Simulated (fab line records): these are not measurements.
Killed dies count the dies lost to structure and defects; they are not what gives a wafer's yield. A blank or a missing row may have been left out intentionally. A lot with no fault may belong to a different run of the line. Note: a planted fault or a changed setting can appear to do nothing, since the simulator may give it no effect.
fab line records	flow gf180mcu
[record] lots = 5	wafers = 15	last-day = 34
route steps=602 shown M1@327 V1@335
lots that met no fault: from a run of the same line without faults
start-h: start of the lot's first displayed wafer, in hours after the record's first day	wait-h: time in hours since the lot's previous step	" as in the row above	L1.1+2: one row covering several wafers at once	- no value present, or no start provided	* or withheld: withheld	< > ~ a bound
route shown NAME@n: NAME is a module with steps in the file, n the number in the route of the first one	usual: mean and standard deviation over wafers with no fault	same: alike in all rows	chamber/n: place in a boat	sites: the reading at each site	_std_site: the values' standard deviation	_edge_site: outer sites' mean less inner sites'	radius-mm: how far each site lies from the wafer's centre	mask NAME#n: copy n	behind: the most recent tool/chamber to have shaped the wafer	hold: reason for holding the lot/hours on hold/outcome of the hold	device: the n, p or np transistor that did not switch	end of line: tests run on the same wafers once the route is complete	step lacking rows: just its recipe	killed: the dies lost at the first sort to structure and to defects; this is not the yield of the wafer	map: shows each die of a wafer: x if killed, . if not, _ if none is there
set.NAME: the run value of the setting; set.NAME@STEP: its run value at that earlier step	model.NAME: the simulator's own value behind a step, which no gauge read
lots seen at some steps along the route; tables by step, rows by wafer
services: from which hour (start-h, from the record's first day; less than 0 if before it) a tool's chamber was out of use, for how many hours, and why
[[steps]]
[step GF_M1_PEB_12]
[recipe] peb-temp-c = 135	peb-time-s = 86.34	resist = KrF
[usual] exhaust-pa = 45.1/0.97
lot.wafer	tool	chamber	start-h	wait-h	exhaust-pa
L081.2	litho-track-04	0	-	-	42.4
L081.5	"	0	"	"	44.0
L081.6	"	0	"	"	44.1
L087.2	litho-track-03	0	-	-	46.1
L087.5	"	0	"	"	45.4
L087.6	"	0	"	"	45.3
L094.3	litho-track-02	0	-	-	44.9
L094.5	"	0	"	"	45.6
L094.6	"	0	"	"	44.7
L095.4	litho-track-03	0	-	-	47.1
L095.5	"	0	"	"	46.0
L095.6	"	0	"	"	46.7
L096.1	litho-track-03	0	-	-	44.7
L096.4	"	0	"	"	45.8
L096.5	"	0	"	"	44.7
[step GF_M1_DEVELOP_13]
[recipe] develop-time-s = 60	dev-temp-c = 21
[usual] exhaust-pa = 44.8/0.82
lot.wafer	tool	chamber	start-h	wait-h	exhaust-pa
L081.2	litho-track-04	0	448.08	0.2	44.4
L081.5	"	0	"	"	46.4
L081.6	"	0	"	"	47.0
L087.2	litho-track-03	0	504.67	0.2	44.1
L087.5	"	0	"	"	44.9
L087.6	"	0	"	"	45.0
L094.3	litho-track-02	0	559.22	0.1	44.9
L094.5	"	0	"	"	44.4
L094.6	"	0	"	"	45.8
L095.4	litho-track-03	0	567.17	0.1	43.8
L095.5	"	0	"	"	45.3
L095.6	"	0	"	"	44.1
L096.1	litho-track-03	0	570.10	0.2	45.6
L096.4	"	0	"	"	45.9
L096.5	"	0	"	"	45.3
[step GF_M1_CD_MEAS_14]
[recipe] target-cd-nm = 230
[usual] cd-nm = 230.2/1.2
lot.wafer	tool	chamber	start-h	wait-h	cd-nm
L081.2	cd-sem-01	-	448.22	0.1	230.3
L081.5	"	-	"	"	231.4
L081.6	"	-	"	"	231.9
L087.2	cd-sem-02	-	504.82	0.1	229.9
L087.5	"	-	"	"	228.9
L087.6	"	-	"	"	229.7
L094.3	cd-sem-02	-	559.36	0.1	231.2
L094.5	"	-	"	"	231.1
L094.6	"	-	"	"	229.9
L095.4	cd-sem-02	-	567.31	0.1	229.7
L095.5	"	-	"	"	230.3
L095.6	"	-	"	"	231.4
L096.1	cd-sem-02	-	570.25	0.1	229.0
L096.4	"	-	"	"	230.3
L096.5	"	-	"	"	228.6
[step GF_M1_OVL_MEAS_15]
[usual] M1_OVL = -1/6.1
lot.wafer	tool	chamber	start-h	wait-h	M1_OVL[nm]
L081.2	overlay-01	-	448.33	0.1	6
L081.5	"	-	"	"	-3
L081.6	"	-	"	"	7
L087.2	overlay-01	-	504.92	0.1	2
L087.5	"	-	"	"	-8
L087.6	"	-	"	"	1
L094.3	overlay-01	-	559.45	0.1	-6
L094.5	"	-	"	"	-6
L094.6	"	-	"	"	-8
L095.4	overlay-02	-	567.38	0.1	5
L095.5	"	-	"	"	-3
L095.6	"	-	"	"	-2
L096.1	overlay-02	-	570.37	0.1	7
L096.4	"	-	"	"	2
L096.5	"	-	"	"	4
[step GF_M1_METAL_ETCH_16]
[recipe] chemistry = Cl2/BCl3	mask-material = KrF	target-depth-nm = 750.8	stop-on = SiO2	pressure-mtorr = 8	icp-w = 800	bias-w = 140	Cl2_flow_sccm = 80	bcl3-flow-sccm = 40	time-s = 125.1
[usual] chamber-pressure-mTorr = 8.000/0.0082	drypump-motor-current-A = 5.8/0.42	oes-product-au = 0.989/0.0056	throttle-valve-pct = 28.231/0.009
lot.wafer	tool	chamber	start-h	wait-h	chamber-pressure-mTorr	drypump-motor-current-A	oes-product-au	rf-hours-counter-h	throttle-valve-pct
L081.2	rie-metal-03	1	448.40	0.1	8.010	6.1	0.999	-	28.230
L081.5	"	1	"	"	7.994	6.2	0.987	-	28.242
L081.6	"	1	"	"	7.994	6.1	0.993	-	28.229
L087.2	rie-metal-04	0	504.95	0.0	8.007	5.1	0.979	8	28.236
L087.5	"	0	"	"	8.000	5.1	0.987	-	28.227
L087.6	"	1	"	"	8.007	6.0	0.981	-	28.235
L094.3	rie-metal-02	0	559.52	0.1	8.014	6.1	1.003	-	28.237
L094.5	"	1	"	"	8.001	6.3	0.994	-	28.221
L094.6	"	0	"	"	7.990	6.1	0.991	-	28.219
L095.4	rie-metal-03	0	567.45	0.1	7.999	5.6	0.995	-	28.221
L095.5	"	0	"	"	8.014	5.6	0.995	-	28.218
L095.6	"	1	"	"	7.987	6.1	0.980	-	28.234
L096.1	rie-metal-04	1	570.40	0.0	7.998	6.0	0.989	4	28.224
L096.4	"	0	"	"	8.006	5.2	0.994	-	28.219
L096.5	"	1	"	"	7.995	6.0	0.987	-	28.231
[step GF_M1_STRIP_17]
[recipe] chemistry = O2/N2	power-w = 1400	pressure-mtorr = 1500	platen-temp-c = 250	o2-flow-sccm = 3000	n2-flow-sccm = 300	overash-fraction = 0.5
[usual] chamber-pressure-mTorr = 1499.8/1.3	drypump-motor-current-A = 5.7/0.72	heater-power-w = 336/32	oes-product-au = 0.538/0.0048	strip-time-to-endpoint-s = 7.41/0.044
lot.wafer	tool	chamber	start-h	wait-h	chamber-pressure-mTorr	drypump-motor-current-A	heater-power-w	oes-product-au	rf-hours-counter-h	strip-time-to-endpoint-s
L081.2	plasma-asher-02	1	448.62	0.2	1502.7	5.4	342	0.538	35	7.40
L081.5	"	0	"	"	1498.5	6.7	324	0.545	-	7.44
L081.6	"	1	"	"	1499.2	5.4	344	0.543	-	7.47
L087.2	plasma-asher-04	1	505.08	0.1	1500.2	6.1	394	0.539	7	7.47
L087.5	"	1	"	"	1498.4	6.1	377	0.539	-	7.46
L087.6	"	0	"	"	1501.5	6.1	344	0.532	-	7.48
L094.3	plasma-asher-02	0	559.64	0.1	1497.8	6.7	319	0.529	-	7.35
L094.5	"	1	"	"	1499.7	5.4	341	0.539	-	7.38
L094.6	"	0	"	"	1500.7	6.7	319	0.530	-	7.35
L095.4	plasma-asher-03	0	567.56	0.1	1498.9	5.2	281	0.532	-	7.34
L095.5	"	1	"	"	1500.2	4.7	363	0.541	-	7.30
L095.6	"	0	"	"	1496.7	5.2	279	0.532	-	7.37
L096.1	plasma-asher-03	1	570.53	0.1	1499.3	4.6	369	0.535	93	7.41
L096.4	"	0	"	"	1500.2	5.2	278	0.533	-	7.38
L096.5	"	1	"	"	1498.5	4.6	357	0.542	-	7.43
[step GF_M1_STRIP_18]
[recipe] chemistry = post-etch-residue-remover	time-s = 1200	temp-c = 72.5
lot.wafer	tool	chamber	start-h	wait-h
L081.2+5+6	wet-bench-03	1	448.72	0.1
L087.2+5+6	wet-bench-02	2	505.18	0.1
L094.3+5+6	wet-bench-02	2	559.70	0.0
L095.4+5+6	wet-bench-03	2	567.63	0.0
L096.1+4+5	wet-bench-03	3	570.63	0.1
[step GF_M1_CLEAN_19]
[recipe] chemistry = DIW	dry = n2-spin
lot.wafer	tool	chamber	start-h	wait-h
L081.2+5+6	wet-bench-02	0	449.06	0.0
L087.2+5+6	wet-bench-01	0	505.52	0.0
L094.3+5+6	wet-bench-01	2	560.08	0.0
L095.4+5+6	wet-bench-01	1	567.97	0.0
L096.1+4+5	wet-bench-02	1	570.97	0.0
[step GF_V1_CVD_00]
[recipe] material = SiO2	target-thk-nm = 600	sigma-open-frac = 0.3	temp-c = 400	time-s = 100	sih4-flow-sccm = 60	pressure-mtorr = 6
lot.wafer	tool	chamber	start-h	wait-h
L081.2+5+6	hdpcvd-02	0,0,1	449.15	0.0
L087.2+5+6	hdpcvd-02	0,1,0	505.62	0.0
L094.3+5+6	hdpcvd-02	2,2,1	560.17	0.0
L095.4+5+6	hdpcvd-02	0,1,2	568.10	0.0
L096.1+4+5	hdpcvd-02	1,2,0	571.06	0.0
[step GF_V1_THK_MEAS_01]
[recipe] reads = SiO2_of_V1_CVD_00
[usual] V1_CVD_00_THK = 602/5
lot.wafer	tool	chamber	start-h	wait-h	V1_CVD_00_THK[nm]
L081.2	film-metro-04	-	449.23	0.0	603
L081.5	"	-	"	"	603
L081.6	"	-	"	"	601
L087.2	film-metro-02	-	505.70	0.0	604
L087.5	"	-	"	"	605
L087.6	"	-	"	"	601
L094.3	film-metro-04	-	560.26	0.1	598
L094.5	"	-	"	"	600
L094.6	"	-	"	"	598
L095.4	film-metro-04	-	568.17	0.0	603
L095.5	"	-	"	"	609
L095.6	"	-	"	"	607
L096.1	film-metro-02	-	571.14	0.0	597
L096.4	"	-	"	"	608
L096.5	"	-	"	"	605
[step GF_V1_CVD_02]
[recipe] material = SiO2	target-thk-nm = 850	precursor = TEOS	temp-c = 400	time-s = 94.851	rf-w = 621.4
[usual] heater-power-w = 651/100
lot.wafer	tool	chamber	start-h	wait-h	heater-power-w
L081.2	pecvd-01	1	449.28	0.0	688
L081.5	"	1	"	"	717
L081.6	"	0	"	"	535
L087.2	pecvd-04	1	505.75	0.0	619
L087.5	"	1	"	"	490
L087.6	"	2	"	"	700
L094.3	pecvd-04	2	560.30	0.0	670
L094.5	"	2	"	"	735
L094.6	"	1	"	"	599
L095.4	pecvd-01	0	568.23	0.1	439
L095.5	"	2	"	"	639
L095.6	"	0	"	"	495
L096.1	pecvd-04	2	571.20	0.1	689
L096.4	"	2	"	"	733
L096.5	"	1	"	"	488
[step GF_V1_THK_MEAS_03]
[recipe] reads = SiO2_of_V1_CVD_02
[usual] V1_CVD_02_THK = 859/11
lot.wafer	tool	chamber	start-h	wait-h	V1_CVD_02_THK[nm]
L081.2	film-metro-04	-	449.36	0.0	838
L081.5	"	-	"	"	850
L081.6	"	-	"	"	859
L087.2	film-metro-04	-	505.83	0.0	855
L087.5	"	-	"	"	864
L087.6	"	-	"	"	863
L094.3	film-metro-01	-	560.39	0.1	865
L094.5	"	-	"	"	873
L094.6	"	-	"	"	878
L095.4	film-metro-04	-	568.33	0.1	863
L095.5	"	-	"	"	881
L095.6	"	-	"	"	861
L096.1	film-metro-04	-	571.27	0.0	858
L096.4	"	-	"	"	871
L096.5	"	-	"	"	873
[step GF_V1_CMP_04]
[recipe] material = SiO2	down-force-psi = 4	platen-rpm = 60	pad-velocity-m-s = 0.94248
[usual] motor-current-A = 11.7/0.76	retaining-ring-pressure-frac = 1.000/0.0046	time-to-endpoint-s = 84/5.2
lot.wafer	tool	chamber	start-h	wait-h	motor-current-A	retaining-ring-pressure-frac	time-to-endpoint-s
L081.2	cmp-02	1	449.66	0.3	10.9	0.999	71
L081.5	"	0	"	"	12.5	1.004	83
L081.6	"	1	"	"	11.4	1.004	81
L087.2	cmp-02	0	505.98	0.1	11.8	0.997	90
L087.6	"	2	"	"	11.2	1.000	87
L087.5	"	3	"	"	11.7	1.007	91
L094.3	cmp-02	1	560.48	0.1	11.9	0.999	82
L094.5	"	0	"	"	12.2	1.006	90
L094.6	"	1	"	"	11.3	0.996	89
L095.4	cmp-01	1	568.36	0.0	11.6	0.993	84
L095.5	"	1	"	"	11.8	0.998	96
L095.6	"	2	"	"	12.7	1.013	92
L096.1	cmp-01	0	571.38	0.1	10.8	1.010	83
L096.4	"	2	"	"	12.8	0.996	90
L096.5	"	0	"	"	10.4	1.005	89
[step GF_V1_BOW_MEAS_05]
[recipe] mode = bow
[usual] V1_BOW = 83/6.8
lot.wafer	tool	chamber	start-h	wait-h	V1_BOW[um]
L081.2	film-metro-01	-	449.93	0.2	84
L081.5	"	-	"	"	90
L081.6	"	-	"	"	73
L087.2	film-metro-04	-	506.20	0.2	79
L087.5	"	-	"	"	83
L087.6	"	-	"	"	74
L094.3	film-metro-01	-	560.77	0.2	81
L094.5	"	-	"	"	69
L094.6	"	-	"	"	89
L095.4	film-metro-02	-	568.72	0.3	93
L095.5	"	-	"	"	96
L095.6	"	-	"	"	87
L096.1	film-metro-04	-	571.63	0.2	83
L096.4	"	-	"	"	80
L096.5	"	-	"	"	83
[step GF_V1_DEHYDRATE_06]
[recipe] temp-c = 200	time-s = 60
[usual] exhaust-pa = 44.8/0.85
lot.wafer	tool	chamber	start-h	wait-h	exhaust-pa
L081.2	litho-track-01	0	461.71	11.8	43.9
L081.5	"	0	"	"	44.7
L081.6	"	0	"	"	44.7
L087.2	litho-track-01	0	516.91	10.7	44.7
L087.5	"	0	"	"	45.1
L087.6	"	0	"	"	45.5
L094.3	litho-track-02	0	571.57	10.8	45.2
L094.5	"	0	"	"	43.8
L094.6	"	0	"	"	44.9
L095.4	litho-track-02	0	578.74	10.0	44.5
L095.5	"	0	"	"	45.0
L095.6	"	0	"	"	44.4
L096.1	litho-track-04	0	581.70	10.1	45.6
L096.4	"	0	"	"	45.4
L096.5	"	0	"	"	45.4
[step GF_V1_HMDS_07]
[recipe] prime-time-s = 60	prime-temp-c = 120
[usual] exhaust-pa = 45.1/0.8
lot.wafer	tool	chamber	start-h	wait-h	exhaust-pa
L081.2	litho-track-01	0	461.86	0.1	44.3
L081.5	"	0	"	"	46.0
L081.6	"	0	"	"	45.1
L087.2	litho-track-01	0	517.06	0.1	43.9
L087.5	"	0	"	"	45.7
L087.6	"	0	"	"	45.8
L094.3	litho-track-02	0	571.72	0.1	44.7
L094.5	"	0	"	"	44.9
L094.6	"	0	"	"	44.0
L095.4	litho-track-02	0	578.89	0.1	45.0
L095.5	"	0	"	"	44.5
L095.6	"	0	"	"	44.7
L096.1	litho-track-04	0	581.85	0.1	43.6
L096.4	"	0	"	"	43.7
L096.5	"	0	"	"	45.3
[step GF_V1_COAT_08]
[recipe] resist = BARC	temp-c = withheld	time-s = withheld	spin-rpm = withheld	resist-thk-nm = withheld
[usual] dispense-pressure-kPa = 49/3.4	exhaust-pa = 45.0/0.96
lot.wafer	tool	chamber	start-h	wait-h	dispense-pressure-kPa	exhaust-pa
L081.2	litho-track-01	0	462.01	0.1	52	44.5
L081.5	"	0	"	"	52	44.5
L081.6	"	0	"	"	52	44.4
L087.2	litho-track-01	0	517.21	0.1	52	45.3
L087.5	"	0	"	"	52	45.7
L087.6	"	0	"	"	52	45.6
L094.3	litho-track-02	0	571.87	0.1	45	45.3
L094.5	"	0	"	"	45	45.6
L094.6	"	0	"	"	45	45.7
L095.4	litho-track-02	0	579.04	0.1	45	44.3
L095.5	"	0	"	"	45	43.5
L095.6	"	0	"	"	45	44.5
L096.1	litho-track-04	0	582.00	0.1	53	45.4
L096.4	"	0	"	"	53	45.5
L096.5	"	0	"	"	53	46.1
[step GF_V1_COAT_09]
[recipe] resist = KrF	spin-rpm = withheld	resist-thk-nm = 1000
[usual] dispense-pressure-kPa = 49/3.4	exhaust-pa = 45.1/0.79
lot.wafer	tool	chamber	start-h	wait-h	dispense-pressure-kPa	exhaust-pa
L081.2	litho-track-01	0	-	-	52	46.2
L081.5	"	0	"	"	52	46.1
L081.6	"	0	"	"	52	44.8
L087.2	litho-track-01	0	-	-	52	46.2
L087.5	"	0	"	"	52	44.4
L087.6	"	0	"	"	52	45.7
L094.3	litho-track-02	0	-	-	45	43.2
L094.5	"	0	"	"	45	45.1
L094.6	"	0	"	"	45	44.6
L095.4	litho-track-02	0	-	-	45	46.2
L095.5	"	0	"	"	45	44.8
L095.6	"	0	"	"	45	45.4
L096.1	litho-track-04	0	-	-	53	44.8
L096.4	"	0	"	"	53	45.1
L096.5	"	0	"	"	53	43.8
[step GF_V1_SOFTBAKE_10]
[recipe] temp-c = 130	time-s = 60	resist = KrF
[usual] exhaust-pa = 45.1/0.85
lot.wafer	tool	chamber	start-h	wait-h	exhaust-pa
L081.2	litho-track-01	0	-	-	44.4
L081.5	"	0	"	"	44.0
L081.6	"	0	"	"	43.8
L087.2	litho-track-01	0	-	-	45.0
L087.5	"	0	"	"	44.9
L087.6	"	0	"	"	46.3
L094.3	litho-track-02	0	-	-	44.3
L094.5	"	0	"	"	45.1
L094.6	"	0	"	"	44.0
L095.4	litho-track-02	0	-	-	44.5
L095.5	"	0	"	"	44.9
L095.6	"	0	"	"	45.8
L096.1	litho-track-04	0	-	-	45.0
L096.4	"	0	"	"	45.9
L096.5	"	0	"	"	45.6
[step GF_V1_EXPOSE_11]
[recipe] mask-id = Via1	target-cd-nm = 260	na = 0.68	source-shape = conventional	sigma-outer = 0.6	dose-mj = 38
lot.wafer	tool	chamber	start-h	wait-h	mask
L081.2+5+6	krf-scanner-01	0	-	-	Via1#0
L087.2+5+6	krf-scanner-02	0	-	-	Via1#0
L094.3+5+6	krf-scanner-01	0	-	-	Via1#0
L095.4+5+6	krf-scanner-02	0	-	-	Via1#0
L096.1+4+5	krf-scanner-02	0	-	-	Via1#0
[step GF_V1_PEB_12]
[recipe] peb-temp-c = 135	peb-time-s = 90	resist = KrF
[usual] exhaust-pa = 45.2/0.83
lot.wafer	tool	chamber	start-h	wait-h	exhaust-pa
L081.2	litho-track-04	0	-	-	44.5
L081.5	"	0	"	"	43.7
L081.6	"	0	"	"	45.9
L087.2	litho-track-01	0	-	-	45.7
L087.5	"	0	"	"	46.6
L087.6	"	0	"	"	46.0
L094.3	litho-track-04	0	-	-	45.6
L094.5	"	0	"	"	44.5
L094.6	"	0	"	"	46.4
L095.4	litho-track-02	0	-	-	46.3
L095.5	"	0	"	"	44.6
L095.6	"	0	"	"	43.9
L096.1	litho-track-04	0	-	-	44.1
L096.4	"	0	"	"	44.5
L096.5	"	0	"	"	44.7
[[services]]
tool	chamber	start-h	hours	kind
wet-bench-01	-	428.95	2.0	repair
wet-bench-03	-	430.79	0.7	repair
cmp-02	-	434.37	2.6	repair
krf-scanner-01	-	438.27	0.8	repair
krf-scanner-02	-	439.75	1.0	pm
pecvd-04	-	441.23	0.9	repair
pecvd-04	1	447.15	3.0	repair
pecvd-04	2	450.12	4.4	repair
hdpcvd-02	1	457.24	2.8	repair
rie-metal-04	0	461.68	4.2	repair
pecvd-01	-	463.90	14.6	pm
cmp-02	-	473.92	1.5	repair
plasma-asher-03	-	489.03	2.8	pm
krf-scanner-01	-	493.81	1.3	pm
hdpcvd-02	0	496.03	3.6	repair
cmp-02	-	497.13	3.7	repair
krf-scanner-02	-	511.78	4.4	pm
wet-bench-01	-	532.69	1.9	pm
krf-scanner-02	-	538.64	0.2	repair
cmp-02	-	553.35	3.3	pm
wet-bench-03	-	564.91	1.9	pm
cmp-02	-	572.03	4.0	pm
krf-scanner-02	-	572.06	0.8	pm
pecvd-04	-	591.12	14.0	pm
[[key]]
fault none
